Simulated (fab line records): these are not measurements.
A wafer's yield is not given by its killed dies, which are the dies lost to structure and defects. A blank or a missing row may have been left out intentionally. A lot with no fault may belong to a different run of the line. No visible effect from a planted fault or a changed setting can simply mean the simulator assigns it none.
The tool behind it: which one? | flow sfq_line | Sampling: 14 lots, 42 wafers, 6 of 325 route steps

WHAT THE GAUGES SHOWED, per wafer
SFQ_M1_RS_MEAS_909: uses a four-point probe to measure.
lot  | measured     | on            | M1_NB_RS (ohm/sq)
L142 | day 17 17:28 | film_metro-03 | 0.870 0.888 0.875
L143 | day 18 16:16 | film_metro-01 | 0.883 0.890 0.885
L144 | day 18 20:29 | film_metro-01 | 0.885 0.887 0.882
L145 | day 19 02:38 | film_metro-03 | 0.876 0.872 0.881
L146 | day 19 19:33 | film_metro-01 | 0.888 0.896 0.896
L148 | day 21 07:32 | film_metro-03 | 0.880 0.897 0.898
L149 | day 21 15:57 | film_metro-01 | 0.893 0.887 0.891
L151 | day 22 12:33 | film_metro-01 | 0.929 0.940 0.942
L154 | day 23 15:56 | film_metro-04 | 0.956 0.952 0.954
L160 | day 25 19:57 | film_metro-01 | 0.900 0.905 0.899
L162 | day 26 04:38 | film_metro-03 | 0.902 0.903 0.900
L163 | day 26 10:48 | film_metro-01 | 0.882 0.880 0.881
L164 | day 27 06:41 | film_metro-03 | 0.866 0.871 0.870
L165 | day 27 16:03 | film_metro-04 | 0.879 0.878 0.894

SFQ_R5_OVL_MEAS_935.
lot  | measured     | on         | R5_OVL (nm)
L142 | day 66 15:51 | overlay-02 | -6 1 -5
L143 | day 67 08:39 | overlay-01 | 7 8 7
L144 | day 67 17:03 | overlay-01 | -1 -6 -8
L145 | day 67 23:03 | overlay-02 | -4 -3 1
L146 | day 68 00:47 | overlay-01 | 6 11 6
L148 | day 69 11:47 | overlay-02 | 14 4 10
L149 | day 69 20:45 | overlay-01 | -1 -4 -1
L151 | day 70 02:46 | overlay-01 | -5 3 2
L154 | day 70 11:04 | overlay-02 | 4 3 8
L160 | day 76 14:41 | overlay-02 | 0 -2 2
L162 | day 77 01:29 | overlay-01 | -6 0 -1
L163 | day 77 06:17 | overlay-01 | 1 -2 5
L164 | day 77 07:28 | overlay-01 | -6 -2 -6
L165 | day 78 09:55 | overlay-01 | 3 4 2

SFQ_M6_OVL_MEAS_940.
lot  | measured     | on         | M6_OVL (nm)
L142 | day 75 15:52 | overlay-01 | 6 3 -1
L143 | day 76 21:52 | overlay-01 | 18 8 9
L144 | day 77 00:17 | overlay-01 | -2 2 -3
L145 | day 77 02:41 | overlay-01 | 6 1 3
L146 | day 77 05:05 | overlay-01 | 4 8 1
L148 | day 80 10:03 | overlay-01 | -8 -3 -3
L149 | day 80 12:27 | overlay-02 | -15 -8 -8
L151 | day 81 18:35 | overlay-01 | 3 0 0
L154 | day 84 16:31 | overlay-01 | 3 4 0
L160 | day 86 10:20 | overlay-02 | 4 5 11
L162 | day 86 12:44 | overlay-02 | 5 8 2
L163 | day 87 09:19 | overlay-01 | -10 -2 -8
L164 | day 87 10:31 | overlay-01 | -4 -4 -5
L165 | day 87 11:43 | overlay-01 | 5 0 -2

SFQ_I7_BOW_MEAS_946.
lot  | measured     | on            | I7_BOW (um)
L142 | day 80 18:55 | film_metro-04 | -10 5 -2
L143 | day 82 01:38 | film_metro-02 | 3 -4 -1
L144 | day 82 02:16 | film_metro-01 | 17 6 2
L145 | day 82 04:40 | film_metro-04 | -3 5 9
L146 | day 82 09:03 | film_metro-02 | 13 16 5
L148 | day 85 14:21 | film_metro-04 | 25 15 26
L149 | day 89 02:43 | film_metro-02 | 3 1 1
L151 | day 90 15:46 | film_metro-01 | 12 4 -3
L154 | day 91 21:26 | film_metro-04 | 34 37 31
L160 | day 93 07:07 | film_metro-02 | 18 15 -4
L162 | day 93 12:04 | film_metro-04 | -2 -5 -5
L163 | day 94 04:31 | film_metro-02 | -2 1 -1
L164 | day 94 09:28 | film_metro-04 | 6 7 1
L165 | day 94 16:40 | film_metro-01 | 12 9 12

WHICH TOOL RAN EACH LOT (tool, then ch and the chambers of the sampled wafers, then the start)
lot  | SFQ_TRILAYER_M1_DEP_SPUTTER_037 | SFQ_TRILAYER_M1_ETCH_METAL_ETCH_042
L142 | pvd_sputter-03, day 17 17:22    | rie_metal-02 ch 0,1, day 24 00:40
L143 | pvd_sputter-03, day 18 16:10    | rie_metal-03 ch 0, day 25 08:07
L144 | pvd_sputter-03, day 18 20:22    | rie_metal-03 ch 0, day 25 12:55
L145 | pvd_sputter-03, day 19 02:30    | rie_metal-04 ch 0, day 25 20:07
L146 | pvd_sputter-06, day 19 19:26    | rie_metal-04 ch 0,1, day 26 04:49
L148 | pvd_sputter-03, day 21 07:26    | rie_metal-04 ch 1, day 28 01:55
L149 | pvd_sputter-06, day 21 15:52    | rie_metal-02 ch 0,1, day 28 07:52
L151 | pvd_sputter-06, day 22 12:25    | rie_metal-04 ch 0,1, day 29 05:30
L154 | pvd_sputter-06, day 23 15:50    | rie_metal-04 ch 0,1, day 30 05:28
L160 | pvd_sputter-04, day 25 19:49    | rie_metal-04 ch 0,1, day 32 21:26
L162 | pvd_sputter-04, day 26 04:31    | rie_metal-02 ch 0,1, day 33 04:54
L163 | pvd_sputter-06, day 26 10:41    | rie_metal-04 ch 0,1, day 33 10:59
L164 | pvd_sputter-06, day 27 06:35    | rie_metal-03 ch 0,1, day 33 23:44
L165 | pvd_sputter-03, day 27 15:58    | rie_metal-02 ch 0, day 34 05:44
- SFQ_TRILAYER_M1_DEP_SPUTTER_037: material Nb, target thk 200 nm, time 133.3 s.
- SFQ_TRILAYER_M1_ETCH_METAL_ETCH_042: etches Nb in Cl2/Ar, stops on SiO2, target depth 240 nm, time 120 s.

WHAT THE TOOLS THEMSELVES READ (means of the sampled wafers that have a number; where no wafer has one, the mark that the record gives instead)
SFQ_TRILAYER_M1_DEP_SPUTTER_037.
lot  | tool           | base_pressure_pa (Pa) | cathode_dc_power_W (W) | substrate_temp_c (C) | throttle_valve_pct (%)
L142 | pvd_sputter-03 | 1.36e-06              | 2000.0                 | 20.03                | 30.3
L143 | pvd_sputter-03 | 1.37e-06              | 1999.8                 | 20.02                | 30.0
L144 | pvd_sputter-03 | 1.30e-06              | 2000.0                 | 19.99                | 30.1
L145 | pvd_sputter-03 | 1.30e-06              | 1999.9                 | 20.11                | 30.4
L146 | pvd_sputter-06 | 1.28e-06              | 1999.9                 | 20.02                | 30.3
L148 | pvd_sputter-03 | 1.36e-06              | 1999.8                 | 20.07                | 30.2
L149 | pvd_sputter-06 | 1.36e-06              | 1999.9                 | 20.07                | 29.7
L151 | pvd_sputter-06 | 1.54e-06              | 2000.3                 | 20.09                | 30.9
L154 | pvd_sputter-06 | 1.39e-06              | 2000.4                 | 19.95                | 31.6
L160 | pvd_sputter-04 | 1.41e-06              | 2000.0                 | 20.02                | 29.6
L162 | pvd_sputter-04 | 1.34e-06              | 2000.0                 | 20.13                | 29.6
L163 | pvd_sputter-06 | 1.37e-06              | 2000.0                 | 19.93                | 30.5
L164 | pvd_sputter-06 | 1.29e-06              | 2000.0                 | 20.01                | 30.9
L165 | pvd_sputter-03 | 1.34e-06              | 2000.0                 | 20.10                | 30.3

SFQ_TRILAYER_M1_ETCH_METAL_ETCH_042.
lot  | tool         | drypump_motor_current_A (A) | he_backside_leak_sccm (sccm) | oes_product_au (a.u.)
L142 | rie_metal-02 | 6.1                         | 3.4                          | 0.897
L143 | rie_metal-03 | 6.0                         | 3.7                          | 0.897
L144 | rie_metal-03 | 6.0                         | 3.6                          | 0.897
L145 | rie_metal-04 | 6.7                         | 3.8                          | 0.904
L146 | rie_metal-04 | 6.3                         | 3.5                          | 0.894
L148 | rie_metal-04 | 6.1                         | 3.5                          | 0.892
L149 | rie_metal-02 | 5.9                         | 3.5                          | 0.894
L151 | rie_metal-04 | 6.5                         | 3.5                          | 0.870
L154 | rie_metal-04 | 6.3                         | 3.6                          | 0.858
L160 | rie_metal-04 | 6.5                         | 3.5                          | 0.889
L162 | rie_metal-02 | 6.1                         | 3.4                          | 0.887
L163 | rie_metal-04 | 6.5                         | 3.5                          | 0.899
L164 | rie_metal-03 | 5.7                         | 3.5                          | 0.906
L165 | rie_metal-02 | 5.6                         | 3.6                          | 0.896

THE ANSWER, worked out from the rows above alone
Rule: the usual values come from the lots themselves. Put in order of their means at a reading, lots are off if they are a third of the lots or fewer, leave a main group of 4 or more, and stand apart from it by a gap of 3 or more times the standard deviation of the main group's means; of several such gaps the widest counts. Not used: any main group whose means are identical at the precision the tables above print for the reading. A lot without any number at a reading at which 4 lots or more have one is off too. Any other lot the step has rows for is counted as sound. First the gauges in route order, then the tools' own readings, where a lot's mean is used as printed above. The first step at which some lot is off is used, and at that step the reading that is off furthest; a lot without a number counts as furthest.
Off: L151, L154, at SFQ_M1_RS_MEAS_909 (M1_NB_RS). The main group: mean 0.886 ohm/sq, standard deviation 0.0094.
A tool fits if, at a process step before that reading, it ran every lot that is off, and no sound lot after the first of them. The gauges at SFQ_M1_RS_MEAS_909 aren't tried: what is off there is off at SFQ_TRILAYER_M1_DEP_SPUTTER_037 too, on other tools, and a gauge's error can't cause that. No candidate that was tried fits.

WHAT THE SIMULATOR PUT IN
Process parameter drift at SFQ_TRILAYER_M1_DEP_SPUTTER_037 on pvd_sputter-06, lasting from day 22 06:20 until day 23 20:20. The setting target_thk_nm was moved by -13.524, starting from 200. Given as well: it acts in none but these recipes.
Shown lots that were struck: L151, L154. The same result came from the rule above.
